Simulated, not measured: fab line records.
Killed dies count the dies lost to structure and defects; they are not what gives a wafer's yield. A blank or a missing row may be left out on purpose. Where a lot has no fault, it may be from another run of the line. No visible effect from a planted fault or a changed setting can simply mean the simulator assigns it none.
A struck lot beside a sound one || flow sky130 || 15 steps out of a route of 708
Sound: these wafers, L733.2, L733.5, L733.6. Wafers L750.2, L750.3, L750.4 were the ones struck. Last of all comes the cause.
Per side, at each step with rows, come the tool, then ch with its chambers, and then its first start. Under that, the readings that differ: sound wafers || struck wafers || difference of the means || sigmas: that difference in standard deviations of wafers without a fault.
alike: readings with means less than 2 such deviations apart, plus words and numbers identical on both sides. not compared: withheld readings, readings lacking a value on some wafer, bounds such as >300 that could conceal the same value, and numbers that have no deviation in the record and whose values overlap.
Wherever a step has rows on one side only, a row that says differs or no value, or a row with sigmas, the two part there. Non-overlapping numbers with no deviation appear without sigmas and do not part them. A reading that every wafer of one side lacks parts them only if that side has two wafers or more.

SKY_VT_ADJUST_HVTP_OVL_MEAS_08:
  sound on overlay-02 at day 7 17:26; struck on overlay-01 at day 12 12:49
  alike: VT_ADJUST_HVTP_OVL
next, for these wafers, 1 step has no rows: SKY_VT_ADJUST_HVTP_IMPLANT_09.
SKY_VT_ADJUST_HVTP_STRIP_10: strips in O2/N2.
  sound on plasma_asher-03 ch 0,1, day 7 17:37; struck on plasma_asher-03 ch 0,1, day 12 12:59
  alike: drypump_motor_current_A, oes_product_au, strip_time_to_endpoint_s
  not compared: rf_hours_counter_h
SKY_VT_ADJUST_HVTP_TW_MEAS_11:
  sound on film_metro-04 at day 7 17:44; struck on film_metro-04 at day 12 13:06
  alike: VT_ADJUST_HVTP_TW
then, 7 steps without rows for these wafers: SKY_VT_ADJUST_LVTN_DEHYDRATE_00 (time 60 s); SKY_VT_ADJUST_LVTN_HMDS_01 (prime time 60 s); SKY_VT_ADJUST_LVTN_COAT_02 (resist thk 3000 nm); SKY_VT_ADJUST_LVTN_SOFTBAKE_03; SKY_VT_ADJUST_LVTN_EXPOSE_04 (exposes mask NWM COMPLEMENT LESS NATIVE, target cd 840 nm); SKY_VT_ADJUST_LVTN_PEB_05; SKY_VT_ADJUST_LVTN_DEVELOP_06 (develop time 60 s).
SKY_VT_ADJUST_LVTN_OVL_MEAS_07:
  sound on overlay-01 at day 8 12:37; struck on overlay-02 at day 13 14:26
  alike: VT_ADJUST_LVTN_OVL
SKY_VT_ADJUST_LVTN_IMPLANT_08:
  sound on implanter-02 ch 0, day 8 12:41; struck on implanter-02 ch 0, day 13 14:29
{"reading": "dose_ions_cm2", "sound": "1.5695e+12 1.5696e+12 1.568e+12", "struck": "1.4978e+12 1.5014e+12 1.5016e+12", "difference": -6.8767e+10, "sigmas": -40}
SKY_VT_ADJUST_LVTN_STRIP_09: strips in O2/N2.
  sound on plasma_asher-04 ch 0,1, day 8 12:48; struck on plasma_asher-01 ch 0,1, day 13 14:37
  alike: drypump_motor_current_A, oes_product_au, strip_time_to_endpoint_s
  not compared: rf_hours_counter_h
-- here the record skips 38 days between the struck wafers' starts before and after, leaving off in module VT_ADJUST_LVTN and picking up in module PAD_OPEN (first step shown: number 708 of the route) --
SKY_PAD_OPEN_PROBE_99:
  sound on prober-02 at day 47 04:55; struck on prober-02 at day 51 05:22
  alike: killed_at_M0_to_M3, killed_at_M4_up, killed_at_contacts, killed_at_front_end, killed_at_other, killed_dies, killed_open, killed_short

WHERE THEY PART
Within this record, at SKY_VT_ADJUST_LVTN_IMPLANT_08 only. Later steps at which nothing parts them and some readings are alike: SKY_VT_ADJUST_LVTN_STRIP_09, SKY_PAD_OPEN_PROBE_99.

WHY: what had been put in by the simulator
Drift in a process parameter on implanter-02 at SKY_VT_ADJUST_LVTN_IMPLANT_08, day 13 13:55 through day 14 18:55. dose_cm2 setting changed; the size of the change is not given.
